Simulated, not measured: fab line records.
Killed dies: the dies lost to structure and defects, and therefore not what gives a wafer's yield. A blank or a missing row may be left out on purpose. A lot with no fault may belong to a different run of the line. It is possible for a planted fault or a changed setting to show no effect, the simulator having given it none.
fab line records | flow sky130
[record] lots = 12 wafers = 36 last_day = 50
route steps=708 shown SD_N@356 CONTACT@410 METAL1@437 PAD_OPEN@708
lots untouched by any fault: they come from a run of this same line in which no faults occurred
start_h: hours from the record's opening day to when the first of the lot's shown wafers began | wait_h: time in hours since the lot's previous step | " as in the row above | L1.1+2: one row covering several wafers at once | - no value, or no start was given | * or withheld: withheld | < > ~ a bound
route shown NAME@n: a module of which the file shows steps, and the number in the route of the first | usual: mean/standard deviation of fault-free wafers | same: alike in all rows | chamber/n: place in a boat | sites: each site's reading | _std_site: how widely they spread, as a standard deviation | _edge_site: the outer-site mean with the inner-site mean subtracted | radius_mm: for every site, how far away it sits from the centre of the wafer | mask NAME#n: copy n | behind: tool/chamber where the wafer was last shaped | hold: why the lot was held/for how many hours/how that ended | device: the n, p or np transistor that did not switch | end of line: the route-end tests of the same wafers | where a step has no rows: the recipe by itself | killed: dies lost to structure and defects at the first sort, not the wafer's yield | map: dies across one wafer; x = killed, . = not, _ = none there
set.NAME: the run value of the setting; set.NAME@STEP: its run value at that earlier step | model.NAME: the simulator's own value behind a step, which no gauge read
a sample of lots followed through the steps of the route, with each step as a table and each wafer as a row
services: the hour from which a tool's chamber was out of use, counted from the record's first day as start_h (under 0 if before that day), plus the number of hours and why
[[steps]]
[step SKY_SD_N_RTA_14]
[recipe] temp_c = 1075 time_s = 2 idle_temp_c = 650 ramp_up_c_per_s = 150 ramp_down_c_per_s = 90 ambient = N2
[usual] lamp_power_pct = 15.73/0.061 ramp_up_c_per_s = 150.00/0.026 wafer_temp_C_max = 1077.8/1.3
// columns lot.wafer tool chamber start_h wait_h lamp_power_pct ramp_up_c_per_s wafer_temp_C_max
L540.2 rtp_anneal-02 0 640.80 0.0 15.75 150.03 1079.2
L540.3 " 0 " " 15.77 150.03 1075.0
L540.4 " 0 " " 15.73 150.01 1078.4
L543.1 rtp_anneal-01 0 662.27 0.0 15.76 149.97 1073.9
L543.5 " 0 " " 15.74 150.02 1077.9
L543.6 " 0 " " 15.69 149.98 1076.9
L546.1 rtp_anneal-02 0 718.12 0.0 15.79 149.93 1078.7
L546.3 " 0 " " 15.75 150.02 1076.9
L546.4 " 0 " " 15.68 149.97 1075.8
L547.1 rtp_anneal-01 0 718.31 0.0 15.75 150.01 1078.9
L547.3 " 0 " " 15.77 150.00 1076.8
L547.4 " 0 " " 15.67 150.03 1078.3
L550.1 rtp_anneal-01 0 726.61 0.0 15.70 149.99 1079.7
L550.3 " 0 " " 15.70 150.03 1078.3
L550.6 " 0 " " 15.87 150.01 1077.6
L549.1 rtp_anneal-02 0 729.48 0.0 15.74 150.00 1080.3
L549.3 " 0 " " 15.71 149.97 1078.0
L549.6 " 0 " " 15.74 150.00 1078.1
L552.1 rtp_anneal-01 0 743.81 0.0 15.72 149.97 1076.5
L552.2 " 0 " " 15.83 150.01 1078.5
L552.6 " 0 " " 15.68 150.01 1079.4
L553.2 rtp_anneal-01 0 751.87 0.0 15.76 149.97 1076.2
L553.4 " 0 " " 15.77 150.02 1078.5
L553.5 " 0 " " 15.77 149.97 1078.2
L554.1 rtp_anneal-02 0 769.21 0.0 15.81 149.96 1078.4
L554.4 " 0 " " 15.75 150.00 1079.4
L554.5 " 0 " " 15.69 150.05 1076.1
L555.2 rtp_anneal-01 0 793.37 0.0 15.65 149.98 1079.6
L555.5 " 0 " " 15.79 150.04 1078.3
L555.6 " 0 " " 15.74 149.95 1077.6
L562.1 rtp_anneal-02 0 830.73 0.0 15.74 149.98 1076.1
L562.3 " 0 " " 15.71 150.00 1078.2
L562.5 " 0 " " 15.71 149.98 1077.1
L563.1 rtp_anneal-02 0 851.52 0.0 15.79 150.01 1076.5
L563.2 " 0 " " 15.70 149.97 1078.9
L563.3 " 0 " " 15.94 150.00 1076.2
[step SKY_CONTACT_CMP_04]
[recipe] material = SiO2 down_force_psi = 4 platen_rpm = 60 pad_velocity_m_s = 0.94248
[usual] edge_zone_pressure_frac = 1.001/0.0048 head_pressure_psi = 4.000/0.0088 motor_current_A = 11.8/0.88 time_to_endpoint_s = 82/3.5
// columns lot.wafer tool chamber start_h wait_h edge_zone_pressure_frac head_pressure_psi motor_current_A time_to_endpoint_s
L540.3 cmp-01 1 699.04 0.0 0.994 4.007 11.1 82
L540.2 " 2 " " 0.989 4.013 14.1 78
L540.4 " 3 " " 0.994 3.999 10.9 84
L543.1 cmp-02 2 722.14 0.1 1.000 3.990 11.5 85
L543.6 " 2 " " 1.003 3.986 11.5 86
L543.5 " 3 " " 1.007 3.992 11.7 85
L546.3 cmp-01 2 775.68 0.0 1.003 3.996 13.9 79
L546.1 " 3 " " 1.008 4.001 11.4 79
L546.4 " 0 " " 1.006 4.005 13.1 79
L547.1 cmp-02 2 776.94 0.1 0.988 4.000 12.8 92
L547.3 " 3 " " 1.011 4.005 11.8 87
L547.4 " 0 " " 0.999 3.999 11.5 86
L550.1 cmp-02 2 782.75 0.1 1.008 3.998 11.4 79
L550.3 " 0 " " 0.997 3.997 12.1 79
L550.6 " 2 " " 1.002 4.011 12.2 83
L549.1 cmp-01 2 785.91 0.1 1.004 4.003 13.8 74
L549.3 " 3 " " 0.999 3.982 11.1 75
L549.6 " 3 " " 0.996 4.006 11.8 77
L552.2 cmp-02 0 799.36 0.0 0.995 4.010 11.7 81
L552.1 " 1 " " 1.002 4.002 11.4 81
L552.6 " 0 " " 0.995 4.005 11.5 82
L553.4 cmp-01 2 808.93 0.1 - - - -
L553.2 " 3 " " - - - -
L553.5 " 2 " " - - - -
L554.1 cmp-02 0 825.39 0.1 - - - -
L554.4 " 1 " " - - - -
L554.5 " 0 " " - - - -
L555.2 cmp-02 0 848.66 0.1 1.008 4.012 11.8 84
L555.6 " 3 " " 1.002 3.988 11.4 77
L555.5 " 0 " " 1.005 3.996 11.4 80
L562.1 cmp-02 2 885.80 0.1 1.006 4.000 12.1 84
L562.3 " 3 " " 1.013 3.993 12.3 85
L562.5 " 3 " " 0.997 4.005 10.8 83
L563.2 cmp-02 0 906.17 0.0 0.995 4.015 11.1 84
L563.1 " 1 " " 1.001 4.005 10.9 85
L563.3 " 3 " " 1.002 3.999 11.4 84
[step SKY_CONTACT_ETCH_17]
[recipe] target = SiO2 chemistry = C4F8/O2/Ar stop_on = Si3N4 mask_material = KrF-thick source_w = 1500 bias_w = 1179 pressure_mtorr = 40 c4f8_flow_sccm = withheld O2_flow_sccm = 6 Ar_flow_sccm = 300 time_s = withheld target_depth_a = 3400
[usual] oes_product_au = 0.892/0.0049 rf_fwd_power_W = 1487/6.2
// columns lot.wafer tool chamber start_h wait_h oes_product_au rf_fwd_power_W
L540.2 rie_diel-01 1 726.62 0.0 0.901 1500
L540.3 " 0 " " 0.896 1469
L540.4 " 2 " " 0.894 1489
L543.1 rie_diel-04 3 749.41 0.0 0.887 1487
L543.5 " 2 " " 0.893 1489
L543.6 " 3 " " 0.894 1481
L546.1 rie_diel-02 1 802.83 0.0 0.889 1483
L546.3 " 0 " " 0.888 1486
L546.4 " 2 " " 0.896 1492
L547.1 rie_diel-04 3 803.71 0.0 0.888 1484
L547.3 " 2 " " 0.896 1480
L547.4 " 1 " " 0.896 1498
L550.1 rie_diel-01 3 809.62 0.0 0.895 1484
L550.3 " 2 " " 0.891 1488
L550.6 " 3 " " 0.900 1490
L549.1 rie_diel-04 0 813.26 0.0 0.889 1489
L549.3 " 2 " " 0.892 1488
L549.6 " 0 " " 0.896 1488
L552.1 rie_diel-01 3 825.76 0.0 0.895 1491
L552.2 " 2 " " 0.891 1483
L552.6 " 3 " " 0.887 1497
L553.2 rie_diel-01 2 834.91 0.0 1.600 1489
L553.4 " 2 " " 1.606 1481
L553.5 " 1 " " 1.610 1483
L554.1 rie_diel-01 3 851.66 0.0 1.624 1490
L554.4 " 1 " " 1.621 1486
L554.5 " 3 " " 1.614 1484
L555.2 rie_diel-01 1 874.11 0.0 0.895 1494
L555.5 " 0 " " 0.896 1471
L555.6 " 3 " " 0.891 1487
L562.1 rie_diel-02 3 911.82 0.0 0.888 1487
L562.3 " 1 " " 0.890 1493
L562.5 " 0 " " 0.895 1482
L563.1 rie_diel-01 2 931.57 0.0 0.886 1483
L563.2 " 0 " " 0.891 1476
L563.3 " 3 " " 0.889 1482
[step SKY_METAL1_SPUTTER_03]
[recipe] material = Ti target_thk_nm = 5 power_w = 3000 time_s = 3.3 chamber_pressure_pa = 0.4
[usual] throttle_valve_pct = 29.7/1.1
// columns lot.wafer tool chamber start_h wait_h throttle_valve_pct
L540.2 pvd_sputter-01 - 728.07 0.0 30.7
L540.3 " - " " 29.7
L540.4 " - " " 29.5
L543.1 pvd_sputter-01 - 751.26 0.0 29.4
L543.5 " - " " 29.4
L543.6 " - " " 29.6
L546.1 pvd_sputter-01 - 804.23 0.0 31.0
L546.3 " - " " 29.0
L546.4 " - " " 29.4
L547.1 pvd_sputter-04 - 805.11 0.0 30.9
L547.3 " - " " 30.1
L547.4 " - " " 30.2
L550.1 pvd_sputter-03 - 811.11 0.0 28.1
L550.3 " - " " 30.1
L550.6 " - " " 27.8
L549.1 pvd_sputter-04 - 814.66 0.0 30.7
L549.3 " - " " 30.2
L549.6 " - " " 30.1
L552.1 pvd_sputter-01 - 827.17 0.0 29.3
L552.2 " - " " 30.8
L552.6 " - " " 29.5
L555.2 pvd_sputter-03 - 875.52 0.0 29.5
L555.5 " - " " 30.1
L555.6 " - " " 27.9
L562.1 pvd_sputter-04 - 913.22 0.0 27.2
L562.3 " - " " 30.3
L562.5 " - " " 29.9
L563.1 pvd_sputter-04 - 932.99 0.0 30.8
L563.2 " - " " 30.0
L563.3 " - " " 30.1
[step SKY_METAL1_CD_MEAS_15]
[recipe] target_cd_nm = 140
[usual] cd_nm = 140.1/1.5
// columns lot.wafer tool chamber start_h wait_h cd_nm
L540.2 cd_sem-01 - 754.47 - 138.1
L540.3 " - " " 140.0
L540.4 " - " " 139.0
L543.1 cd_sem-01 - 778.71 - 141.0
L543.5 " - " " 140.9
L543.6 " - " " 140.3
L546.1 cd_sem-01 - 830.41 - 137.0
L546.3 " - " " 137.1
L546.4 " - " " 137.9
L547.1 cd_sem-02 - 831.90 - 140.8
L547.3 " - " " 140.7
L547.4 " - " " 141.0
L550.1 cd_sem-01 - 836.91 - 137.3
L550.3 " - " " 138.2
L550.6 " - " " 138.5
L549.1 cd_sem-01 - 841.11 - 141.0
L549.3 " - " " 140.5
L549.6 " - " " 141.7
L552.1 cd_sem-01 - 853.06 - 141.0
L552.2 " - " " 138.2
L552.6 " - " " 139.6
L555.2 cd_sem-01 - 900.83 - 141.1
L555.5 " - " " 142.0
L555.6 " - " " 140.6
L562.1 cd_sem-01 - 938.10 - 141.3
L562.3 " - " " 141.1
L562.5 " - " " 141.0
L563.1 cd_sem-01 - 957.30 - 139.2
L563.2 " - " " 139.9
L563.3 " - " " 140.8
[step SKY_PAD_OPEN_PROBE_99]
[usual] killed_at_M0_to_M3 = 44/7.2 killed_at_M4_up = 3.0/1.8 killed_at_contacts = 24/5.4 killed_at_front_end = 14/4.4 killed_at_other = 0.4/0.64 killed_dies = 86/9.4 killed_on_rim = 17/3.8 killed_open = 47/7.7 killed_short = 39/5.8
[same] gross_dies = 492 killed_at_back_side = 0
// columns lot.wafer tool chamber start_h wait_h killed_at_M0_to_M3 killed_at_M4_up killed_at_contacts killed_at_front_end killed_at_other killed_dies killed_on_rim killed_open killed_short
L543.1 prober-01 - 1087.56 0.1 47 0 25 8 0 80 14 41 37
L543.5 prober-01 - 1087.76 0.2 35 3 23 20 0 81 19 43 37
L543.6 prober-01 - 1087.81 0.2 47 3 32 12 0 94 21 53 41
L553.2 prober-01 - 1150.68 0.1 41 3 441 7 0 492 96 35 38
L553.4 prober-01 - 1150.78 0.2 44 5 427 15 1 492 96 43 42
L553.5 prober-01 - 1150.83 0.2 50 4 428 10 0 492 96 35 41
L554.1 prober-02 - 1162.15 0.1 49 3 418 22 0 492 96 58 41
L554.4 prober-02 - 1162.30 0.2 41 5 431 15 0 492 96 42 39
L554.5 prober-02 - 1162.35 0.2 45 1 429 17 0 492 96 42 39
// killed by level:class
L543.1 METAL1:geometric_particle:short=14 VIA1:geometric_particle:open=14 LI_CONTACT:geometric_particle:open=8 CONTACT:geometric_particle:open=7 CONTACT:geometric_particle:short=4 VIA1:geometric_particle:short=4 LOCAL_INTERCONNECT:geometric_particle:short=3 VIA2:geometric_particle:open=3
L543.5 VIA3:geometric_particle:open=9 CONTACT:geometric_particle:open=7 METAL1:geometric_particle:short=6 POLY_GATE:geometric_particle:open=5 LI_CONTACT:geometric_particle:open=5 VIA1:geometric_particle:open=5 FIELD_ISO:geometric_particle:short=4 LI_CONTACT:geometric_particle:short=4
L543.6 CONTACT:geometric_particle:open=16 VIA1:geometric_particle:open=14 FIELD_ISO:geometric_particle:short=7 LOCAL_INTERCONNECT:geometric_particle:short=6 VIA1:geometric_particle:short=6 VIA2:geometric_particle:open=6 VIA3:geometric_particle:open=6 METAL2:geometric_particle:short=5
L553.2 CONTACT:area_cmp=230 CONTACT:area_etch=189 CONTACT:geometric_particle:open=12 METAL1:geometric_particle:short=8 VIA1:geometric_particle:open=8 METAL2:geometric_particle:short=6 VIA1:geometric_particle:short=5 LI_CONTACT:geometric_particle:open=4
L553.4 CONTACT:area_cmp=205 CONTACT:area_etch=202 VIA1:geometric_particle:open=9 VIA2:geometric_particle:open=8 FIELD_ISO:geometric_particle:short=6 FIELD_ISO:geometric_particle:open=6 LI_CONTACT:geometric_particle:open=6 VIA1:geometric_particle:short=6
L553.5 CONTACT:area_cmp=210 CONTACT:area_etch=206 VIA1:geometric_particle:open=10 METAL2:geometric_particle:short=9 VIA3:geometric_particle:open=7 METAL1:geometric_particle:short=6 METAL2:geometric_particle:open=5 VIA2:geometric_particle:open=4
L554.1 CONTACT:area_etch=204 CONTACT:area_cmp=189 VIA1:geometric_particle:open=14 FIELD_ISO:geometric_particle:open=7 LI_CONTACT:geometric_particle:open=7 CONTACT:geometric_particle:open=7 CONTACT:geometric_particle:short=7 VIA2:geometric_particle:open=7
L554.4 CONTACT:area_cmp=226 CONTACT:area_etch=185 METAL1:geometric_particle:short=8 CONTACT:geometric_particle:open=8 VIA1:geometric_particle:open=8 VIA2:geometric_particle:open=7 LI_CONTACT:geometric_particle:open=7 METAL2:geometric_particle:short=6
L554.5 CONTACT:area_etch=210 CONTACT:area_cmp=201 VIA1:geometric_particle:open=12 LOCAL_INTERCONNECT:geometric_particle:short=6 FIELD_ISO:geometric_particle:open=5 LI_CONTACT:geometric_particle:open=5 METAL2:geometric_particle:short=5 VIA2:geometric_particle:short=5
[[services]]
// columns tool chamber start_h hours kind
cmp-02 - 641.47 1.4 repair
cmp-01 - 645.93 4.2 pm
cmp-02 - 674.40 0.5 repair
rie_diel-01 3 690.20 9.1 repair
rie_diel-01 - 703.18 2.4 repair
rie_diel-01 3 716.83 9.0 repair
cmp-02 - 730.48 7.9 pm
rie_diel-01 3 735.48 5.8 repair
cmp-01 - 744.00 4.0 pm
cmp-01 - 746.87 5.5 repair
pvd_sputter-04 - 757.59 7.3 repair
rie_diel-01 2 758.08 2.6 repair
rie_diel-01 3 790.57 11.1 repair
pvd_sputter-04 - 799.92 4.6 repair
rie_diel-01 0 806.01 16.1 repair
pvd_sputter-01 - 837.86 1.5 repair
cmp-01 - 861.58 4.8 pm
rie_diel-01 - 863.41 0.3 repair
cmp-01 - 884.46 1.6 repair
rie_diel-01 0 893.94 7.2 repair
cmp-02 - 895.34 0.5 repair
cmp-01 - 901.76 2.8 repair
cmp-02 - 918.87 4.0 pm
pvd_sputter-04 - 925.17 3.5 repair
[[key]]
[first_sign] step = SKY_CONTACT_CMP_04 reading = tool_record direction = missing
[effect] step = SKY_CONTACT_ETCH_17 reading = oes_product_au direction = up sigmas = 99+ usual = 0.892 struck = 1.613
[effect] step = SKY_PAD_OPEN_PROBE_99 reading = killed_at_contacts direction = up sigmas = 75 usual = 24 struck = 429
[more_kills_born_at] SKY_CONTACT_ETCH_18@rie_diel-01 = 1196 SKY_CONTACT_CMP_04@cmp-01 = 640 SKY_CONTACT_CMP_04@cmp-02 = 612
met_at SKY_CONTACT_CMP_04
struck_lots L553,L554
later_rows_left_out L553.2,L553.4,L553.5,L554.1,L554.4,L554.5
tester_left_out L553,L554
not_acting_at SKY_SD_N_RTA_14,SKY_METAL1_SPUTTER_03,SKY_METAL1_CD_MEAS_15
onset_between 799.36 808.93
[fault] kind = skipped_step_whole tool = cmp-01,cmp-02 chamber = - onset_h = 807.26 steps = SKY_CONTACT_CMP_04 scope = struck_lots_only
// tester_left_out: of these lots the tester's yield and bins aren't shown, on N5 and GAA mostly nor the transistor test; their killed dies are dies lost to structure and defects alone, not to doping, threshold or leakage, so they don't give the yield
// later_rows_left_out: the simulator's readings of these wafers behind a module that went badly wrong aren't trusted and aren't shown, but for the sort
